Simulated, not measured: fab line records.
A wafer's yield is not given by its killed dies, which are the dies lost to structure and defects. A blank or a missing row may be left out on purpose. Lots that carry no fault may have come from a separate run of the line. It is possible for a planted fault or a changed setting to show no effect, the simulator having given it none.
Chamber matching / flow sky130 / cmp-02 running SKY_VIA4_CMP_02: 4 sister chambers
The step polishes SiO2. 4 wafers are shown with their chamber, then 9 later ones without.

## WAFERS PAIRED WITH THEIR CHAMBERS
wafer=L438.4; chamber=2; motorCurrentA (A)=10.0
wafer=L439.1; chamber=0; motorCurrentA (A)=12.9
wafer=L439.2; chamber=1; motorCurrentA (A)=12.1
wafer=L439.3; chamber=3; motorCurrentA (A)=11.0

## WAFERS WHOSE CHAMBER IS MISSING
wafer=L443.1; motorCurrentA (A)=12.2
wafer=L443.3; motorCurrentA (A)=11.3
wafer=L443.6; motorCurrentA (A)=12.5
wafer=L445.1; motorCurrentA (A)=12.3
wafer=L445.4; motorCurrentA (A)=9.8
wafer=L445.6; motorCurrentA (A)=11.8
wafer=L444.1; motorCurrentA (A)=9.2
wafer=L444.3; motorCurrentA (A)=11.1
wafer=L444.5; motorCurrentA (A)=9.7

## WHICH CHAMBER EACH ONE RAN IN
wafer=L443.1; from the rows above=can't be placed: 1 or 0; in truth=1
wafer=L443.3; from the rows above=can't be placed: 3 or 1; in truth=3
wafer=L443.6; from the rows above=can't be placed: 0 or 1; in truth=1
wafer=L445.1; from the rows above=can't be placed: 1 or 0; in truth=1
wafer=L445.4; from the rows above=2; in truth=2
wafer=L445.6; from the rows above=can't be placed: 1 or 3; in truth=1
wafer=L444.1; from the rows above=2; in truth=2
wafer=L444.3; from the rows above=3; in truth=3
wafer=L444.5; from the rows above=2; in truth=2
4 of 9 placed correctly. Not placeable from these rows: 5 (in 5, the candidates include the true chamber). Placed wrongly: 0.
How it was worked out, from the rows above alone: a wafer's distance from a chamber is the root of the sum, over the readings, of the square of ((its reading less the chamber's mean) divided by the reading's scatter). The wafer belongs to the nearest chamber; if the next one is less than 2 further off, it can't be placed. The mean given for a chamber averages the wafers shown for that chamber. The scatter: with one shown wafer a chamber, the root of the mean of the squares of how far each hidden wafer lies from its nearest shown one.
